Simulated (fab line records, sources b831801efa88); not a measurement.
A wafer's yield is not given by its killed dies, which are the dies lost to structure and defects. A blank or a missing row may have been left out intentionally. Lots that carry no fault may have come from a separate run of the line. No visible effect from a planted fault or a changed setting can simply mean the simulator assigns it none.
The tool behind it: which one? :: flow sky130 :: 11 lots with 33 wafers sampled at 7 steps, on a route of 708 steps

## WHAT EACH GAUGE READ, for each wafer
SKY_POLY_CUT_CD_MEAS_08: target cd 270 nm. Usual: cd-nm 270.3 nm, standard deviation 1.4.
lot: L269
measured: day 25 09:56
on: cd-sem-01
cd-nm (nm): 273.3 273.7 273.2
flag: 

lot: L271
measured: day 26 00:52
on: cd-sem-01
cd-nm (nm): 270.6 270.9 270.5
flag: 

lot: L270
measured: day 26 11:20
on: cd-sem-01
cd-nm (nm): 270.2 270.5 270.9
flag: 

lot: L272
measured: day 27 04:45
on: cd-sem-01
cd-nm (nm): 272.0 271.1 272.0
flag: 

lot: L274
measured: day 27 22:58
on: cd-sem-01
cd-nm (nm): 267.3 268.3 267.5
flag: 

lot: L276
measured: day 28 19:54
on: cd-sem-02
cd-nm (nm): 269.8 271.4 272.3
flag: 

lot: L278
measured: day 28 23:10
on: cd-sem-01
cd-nm (nm): 270.3 270.6 270.4
flag: 

lot: L281
measured: day 29 09:58
on: cd-sem-02
cd-nm (nm): 270.4 271.8 270.4
flag: 

lot: L280
measured: day 29 14:54
on: cd-sem-02
cd-nm (nm): 268.0 268.9 270.9
flag: 

lot: L283
measured: day 30 08:22
on: cd-sem-02
cd-nm (nm): 271.9 270.5 271.7
flag: 

lot: L289
measured: day 32 12:30
on: cd-sem-01
cd-nm (nm): 270.0 269.4 270.1
flag: 

SKY_LOCAL_INTERCONNECT_OVL_MEAS_12. Usual: for LOCAL_INTERCONNECT_OVL the level is -2 nm and the standard deviation is 5.5.
lot: L269
measured: day 31 10:33
on: overlay-01
LOCAL_INTERCONNECT_OVL (nm): -1 3 11
flag: 

lot: L271
measured: day 32 00:40
on: overlay-02
LOCAL_INTERCONNECT_OVL (nm): -4 -4 1
flag: 

lot: L270
measured: day 32 11:09
on: overlay-01
LOCAL_INTERCONNECT_OVL (nm): -2 -3 -6
flag: 

lot: L272
measured: day 33 01:35
on: overlay-02
LOCAL_INTERCONNECT_OVL (nm): -1 4 8
flag: 

lot: L274
measured: day 33 18:56
on: overlay-01
LOCAL_INTERCONNECT_OVL (nm): -5 -18 -8
flag: 

lot: L276
measured: day 34 14:07
on: overlay-02
LOCAL_INTERCONNECT_OVL (nm): 2 -4 -7
flag: 

lot: L278
measured: day 34 17:28
on: overlay-02
LOCAL_INTERCONNECT_OVL (nm): -9 -6 -1
flag: 

lot: L281
measured: day 35 02:08
on: overlay-02
LOCAL_INTERCONNECT_OVL (nm): 2 -12 -2
flag: 

lot: L280
measured: day 35 06:02
on: overlay-02
LOCAL_INTERCONNECT_OVL (nm): 2 -6 -1
flag: 

lot: L283
measured: day 36 00:10
on: overlay-01
LOCAL_INTERCONNECT_OVL (nm): -4 -2 4
flag: 

lot: L289
measured: day 38 02:11
on: overlay-02
LOCAL_INTERCONNECT_OVL (nm): 3 6 2
flag: 

SKY_CONTACT_RS_MEAS_25: measurement is done with a four-point probe. Usual: for CONTACT_W_RS the level is 0.337 ohm/sq and the standard deviation is 0.0063.
lot: L269
measured: day 32 15:58
on: film-metro-03
CONTACT_W_RS (ohm/sq): 0.337 0.329 0.339
flag: 

lot: L271
measured: day 33 05:46
on: film-metro-03
CONTACT_W_RS (ohm/sq): 0.344 0.327 0.341
flag: 

lot: L270
measured: day 33 16:21
on: film-metro-04
CONTACT_W_RS (ohm/sq): 0.331 0.331 0.330
flag: 

lot: L272
measured: day 34 05:59
on: film-metro-02
CONTACT_W_RS (ohm/sq): 0.344 0.337 0.340
flag: 

lot: L274
measured: day 34 22:07
on: film-metro-02
CONTACT_W_RS (ohm/sq): 0.327 0.338 0.340
flag: 

lot: L276
measured: day 35 17:42
on: film-metro-04
CONTACT_W_RS (ohm/sq): 0.347 0.341 0.347
flag: 

lot: L278
measured: day 35 22:00
on: film-metro-04
CONTACT_W_RS (ohm/sq): 0.340 0.343 0.342
flag: 

lot: L281
measured: day 36 07:05
on: film-metro-03
CONTACT_W_RS (ohm/sq): 0.347 0.341 0.482 0.346 0.341 0.483
flag: OFF

lot: L280
measured: day 36 11:28
on: film-metro-02
CONTACT_W_RS (ohm/sq): 0.340 0.342 0.479 0.341 0.341 0.479
flag: OFF

lot: L283
measured: day 37 04:34
on: film-metro-02
CONTACT_W_RS (ohm/sq): 0.342 0.331 0.341
flag: 

lot: L289
measured: day 39 05:23
on: film-metro-03
CONTACT_W_RS (ohm/sq): 0.344 0.323 0.341
flag: 

SKY_CONTACT_THK_MEAS_26: measures by xrf. Usual: for CONTACT_W_THK the level is 335 nm and the standard deviation is 6.8.
lot: L269
measured: day 32 16:04
on: film-metro-03
CONTACT_W_THK (nm): 334 342 333
flag: 

lot: L271
measured: day 33 05:52
on: film-metro-03
CONTACT_W_THK (nm): 331 345 330
flag: 

lot: L270
measured: day 33 16:28
on: film-metro-04
CONTACT_W_THK (nm): 340 344 342
flag: 

lot: L272
measured: day 34 06:06
on: film-metro-02
CONTACT_W_THK (nm): 330 336 333
flag: 

lot: L274
measured: day 34 22:14
on: film-metro-02
CONTACT_W_THK (nm): 345 334 332
flag: 

lot: L276
measured: day 35 17:48
on: film-metro-04
CONTACT_W_THK (nm): 319 326 321
flag: 

lot: L278
measured: day 35 22:07
on: film-metro-04
CONTACT_W_THK (nm): 328 325 325
flag: 

lot: L281
measured: day 36 10:01
on: film-metro-03
CONTACT_W_THK (nm): 325 331 235 324 330 235
flag: OFF

lot: L280
measured: day 36 14:18
on: film-metro-02
CONTACT_W_THK (nm): 331 329 236 331 331 237
flag: OFF

lot: L283
measured: day 37 04:41
on: film-metro-02
CONTACT_W_THK (nm): 330 340 329
flag: 

lot: L289
measured: day 39 05:30
on: film-metro-03
CONTACT_W_THK (nm): 333 353 334
flag: 

SKY_VIA1_OVL_MEAS_13. Usual: for VIA1_OVL the level is 1 nm and the standard deviation is 5.9.
lot: L269
measured: day 34 22:26
on: overlay-02
VIA1_OVL (nm): 0 2 -8
flag: 

lot: L271
measured: day 35 09:32
on: overlay-02
VIA1_OVL (nm): 8 8 8
flag: 

lot: L270
measured: day 35 22:19
on: overlay-01
VIA1_OVL (nm): -3 -5 3
flag: 

lot: L272
measured: day 36 10:56
on: overlay-02
VIA1_OVL (nm): -5 2 4
flag: 

lot: L274
measured: day 37 03:58
on: overlay-01
VIA1_OVL (nm): 4 2 0
flag: 

lot: L276
measured: day 37 22:58
on: overlay-01
VIA1_OVL (nm): 9 4 -2
flag: 

lot: L278
measured: day 38 03:07
on: overlay-02
VIA1_OVL (nm): 5 3 -2
flag: 

lot: L281
measured: day 38 12:34
on: overlay-01
VIA1_OVL (nm): 0 -4 3
flag: 

lot: L280
measured: day 38 16:58
on: overlay-01
VIA1_OVL (nm): -6 -6 -14
flag: 

lot: L283
measured: day 39 09:25
on: overlay-01
VIA1_OVL (nm): 0 2 -5
flag: 

lot: L289
measured: day 41 07:53
on: overlay-02
VIA1_OVL (nm): -2 6 12
flag: 

## WHICH TOOL RAN EACH LOT (tool, then ch and the chambers of the sampled wafers, then the start)
lot: L269
SKY_CONTACT_CVD_24: cvd-w-02 ch 0,1, day 32 15:51
SKY_CONTACT_CMP_27: cmp-02 ch 0,2,3, day 32 16:29

lot: L271
SKY_CONTACT_CVD_24: cvd-w-02 ch 0,1, day 33 05:38
SKY_CONTACT_CMP_27: cmp-01 ch 1,2, day 33 05:55

lot: L270
SKY_CONTACT_CVD_24: cvd-w-02 ch 1, day 33 16:08
SKY_CONTACT_CMP_27: cmp-01 ch 0,1,3, day 33 16:32

lot: L272
SKY_CONTACT_CVD_24: cvd-w-01 ch 0,1, day 34 05:52
SKY_CONTACT_CMP_27: cmp-01 ch 0,1, day 34 06:09

lot: L274
SKY_CONTACT_CVD_24: cvd-w-02 ch 0,1, day 34 22:01
SKY_CONTACT_CMP_27: cmp-02 ch 0,1,3, day 34 22:21

lot: L276
SKY_CONTACT_CVD_24: cvd-w-01 ch 0,1, day 35 17:35
SKY_CONTACT_CMP_27: cmp-02 ch 0,1,3, day 35 17:56

lot: L278
SKY_CONTACT_CVD_24: cvd-w-01 ch 0,1, day 35 21:53
SKY_CONTACT_CMP_27: cmp-01 ch 0,1,3, day 35 22:17

lot: L281
SKY_CONTACT_CVD_24: cvd-w-01 ch 0,1, day 36 06:59
SKY_CONTACT_CMP_27: cmp-01 ch 1,2, day 36 12:31

lot: L280
SKY_CONTACT_CVD_24: cvd-w-01 ch 0,1, day 36 11:22
SKY_CONTACT_CMP_27: cmp-02 ch 1,2,3, day 36 18:02

lot: L283
SKY_CONTACT_CVD_24: cvd-w-02 ch 0,1, day 37 04:28
SKY_CONTACT_CMP_27: cmp-02 ch 1,2,3, day 37 04:48

lot: L289
SKY_CONTACT_CVD_24: cvd-w-02 ch 0,1, day 39 05:16
SKY_CONTACT_CMP_27: cmp-01 ch 0,2, day 39 05:33
- SKY_CONTACT_CVD_24: deposits W, target thk 340 nm, time 102.12 s.
- SKY_CONTACT_CMP_27: polishes, stops on SiO2, t overpolish 15 s, target thk 0 nm.

## WHAT THE TOOLS THEMSELVES READ (means of the sampled wafers that have a number; where no wafer has one, the mark that the record gives instead)
SKY_CONTACT_CVD_24. Usual: heater-power-w 883 W, standard deviation 83.
lot: L269
tool: cvd-w-02
heater-power-w (W): 807
flag: 

lot: L271
tool: cvd-w-02
heater-power-w (W): 806
flag: 

lot: L270
tool: cvd-w-02
heater-power-w (W): 819
flag: 

lot: L272
tool: cvd-w-01
heater-power-w (W): 970
flag: 

lot: L274
tool: cvd-w-02
heater-power-w (W): 791
flag: 

lot: L276
tool: cvd-w-01
heater-power-w (W): 920
flag: 

lot: L278
tool: cvd-w-01
heater-power-w (W): 919
flag: 

lot: L281
tool: cvd-w-01
heater-power-w (W): 934
flag: 

lot: L280
tool: cvd-w-01
heater-power-w (W): 978
flag: 

lot: L283
tool: cvd-w-02
heater-power-w (W): 825
flag: 

lot: L289
tool: cvd-w-02
heater-power-w (W): 814
flag: 

SKY_CONTACT_CMP_27. Usual: motor-current-A 11.0 A, standard deviation 0.93; time-to-endpoint-s 82 s, standard deviation 3.8.
lot: L269
tool: cmp-02
motor-current-A (A): 11.2
time-to-endpoint-s (s): 79
flag: 

lot: L271
tool: cmp-01
motor-current-A (A): 10.3
time-to-endpoint-s (s): 81
flag: 

lot: L270
tool: cmp-01
motor-current-A (A): 10.6
time-to-endpoint-s (s): 87
flag: 

lot: L272
tool: cmp-01
motor-current-A (A): 10.8
time-to-endpoint-s (s): 87
flag: 

lot: L274
tool: cmp-02
motor-current-A (A): 11.4
time-to-endpoint-s (s): 85
flag: 

lot: L276
tool: cmp-02
motor-current-A (A): 11.8
time-to-endpoint-s (s): 77
flag: 

lot: L278
tool: cmp-01
motor-current-A (A): 10.5
time-to-endpoint-s (s): 82
flag: 

lot: L281
tool: cmp-01
motor-current-A (A): 9.7
time-to-endpoint-s (s): 75
flag: 

lot: L280
tool: cmp-02
motor-current-A (A): 11.7
time-to-endpoint-s (s): 72
flag: 

lot: L283
tool: cmp-02
motor-current-A (A): 11.5
time-to-endpoint-s (s): 80
flag: 

lot: L289
tool: cmp-01
motor-current-A (A): 11.0
time-to-endpoint-s (s): 83
flag: 

## THE ANSWER, worked out from the rows above alone
Rule: take the mean of a lot's wafers that have a number; if it is more than 3 standard deviations from the usual mean, the lot is off. Also off: a lot with no number at a reading for which 4 or more lots have one. Where the step has rows for the other lots, those lots are counted as sound. Order of review: gauges by route order, followed by the tools' own readings, for which a lot's mean as printed above is used. At the first step where some lot is off, the reading lying furthest off is the one used; lots without a number count as furthest.
Off: L281, L280, at SKY_CONTACT_RS_MEAS_25 (CONTACT_W_RS).
A tool fits if, at a process step before that reading, it ran every lot that is off, and no sound lot after the first of them. The gauges at SKY_CONTACT_RS_MEAS_25 are tried like those tools. One fits: cvd-w-01 at SKY_CONTACT_CVD_24. A fault onset in the window from L278 (day 35 21:53, its last sound lot) to L281 (day 36 06:59, its first lot off) fits.

## WHAT THE SIMULATOR HAD PUT IN
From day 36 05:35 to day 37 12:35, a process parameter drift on cvd-w-01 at SKY_CONTACT_CVD_24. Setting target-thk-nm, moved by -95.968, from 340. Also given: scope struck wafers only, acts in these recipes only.
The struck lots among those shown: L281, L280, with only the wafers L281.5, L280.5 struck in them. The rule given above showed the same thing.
